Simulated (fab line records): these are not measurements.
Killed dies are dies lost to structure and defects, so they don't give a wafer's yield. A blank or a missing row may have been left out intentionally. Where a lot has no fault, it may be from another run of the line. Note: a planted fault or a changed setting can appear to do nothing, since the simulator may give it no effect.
Which tool is to blame? + flow sky130 + 6 lots, 18 wafers sampled, at 4 steps of a route of 708

## WHAT EACH GAUGE READ, for each wafer
SKY_SONOS_ONO_THK_MEAS_01.
| lot  | measured     | on            | SONOS_ONO_OXIDATION_THK (nm) |
|------|--------------|---------------|------------------------------|
| L461 | day 12 03:53 | film_metro-02 | 2.59 2.61 2.58               |
| L469 | day 14 17:49 | film_metro-02 | 3.00 2.97 2.94               |
| L475 | day 16 16:01 | film_metro-04 | 2.58 2.58 2.57               |
| L479 | day 18 06:04 | film_metro-02 | 2.53 2.51 2.59               |
| L481 | day 18 22:49 | film_metro-02 | 2.77 2.70 2.62               |
| L483 | day 19 12:29 | film_metro-04 | 2.67 2.73 2.70               |

## WHAT TOOL EACH LOT RAN ON (gives the tool, then ch and the chambers of the sampled wafers, and finally the start)
| lot  | SKY_VT_ADJUST_NCORE_STRIP_10         | SKY_VT_ADJUST_HVTR_STRIP_10          | SKY_SONOS_ONO_OXIDATION_00    |
|------|--------------------------------------|--------------------------------------|-------------------------------|
| L461 | plasma_asher-04 ch 0,1, day 9 02:26  | plasma_asher-01 ch 0,1, day 10 00:41 | furnace-02 ch 0, day 12 02:32 |
| L469 | plasma_asher-02 ch 0,1, day 11 11:04 | plasma_asher-01 ch 0,1, day 12 11:48 | furnace-02 ch 0, day 14 16:28 |
| L475 | plasma_asher-03 ch 0,1, day 13 05:23 | plasma_asher-03 ch 0, day 14 07:18   | furnace-01 ch 0, day 16 14:40 |
| L479 | plasma_asher-03 ch 0,1, day 14 13:37 | plasma_asher-02 ch 0,1, day 15 16:52 | furnace-01 ch 0, day 18 04:42 |
| L481 | plasma_asher-04 ch 0,1, day 15 05:38 | plasma_asher-03 ch 0,1, day 16 09:10 | furnace-02 ch 0, day 18 21:29 |
| L483 | plasma_asher-04 ch 0,1, day 15 19:14 | plasma_asher-02 ch 0,1, day 16 22:40 | furnace-02 ch 0, day 19 11:08 |
- SKY_VT_ADJUST_NCORE_STRIP_10: strips in O2/N2.
- SKY_VT_ADJUST_HVTR_STRIP_10: strips in O2/N2.
- SKY_SONOS_ONO_OXIDATION_00: stabilise 600 s, purge 300 s, target thk 2.6 nm.

## THE ANSWER, worked out from the rows above alone
Rule: the usual values come from the lots themselves. The widest of any qualifying gaps counts: lots, ordered by their means at a reading, are off when they make up no more than a third of the lots, leave a main group of 4 or more, and stand apart from it by 3 or more times the standard deviation of that group's means. Not used: any main group whose means are identical at the precision the tables above print for the reading. A lot without any number at a reading at which 4 lots or more have one is off too. The other lots that the step has rows for count as sound.
Off: at SKY_SONOS_ONO_THK_MEAS_01 (SONOS_ONO_OXIDATION_THK), L469. The main group has a mean of 2.62 nm with a standard deviation of 0.064.
If a tool, at a process step before that reading, ran all the lots that are off and no sound lot after the first of them, it fits. The gauges at SKY_SONOS_ONO_THK_MEAS_01 are tried like those tools. 2 tools fit, plasma_asher-02 at SKY_VT_ADJUST_NCORE_STRIP_10 and plasma_asher-01 at SKY_VT_ADJUST_HVTR_STRIP_10, so this cannot tell which one it is.

## WHAT THE SIMULATOR PUT IN
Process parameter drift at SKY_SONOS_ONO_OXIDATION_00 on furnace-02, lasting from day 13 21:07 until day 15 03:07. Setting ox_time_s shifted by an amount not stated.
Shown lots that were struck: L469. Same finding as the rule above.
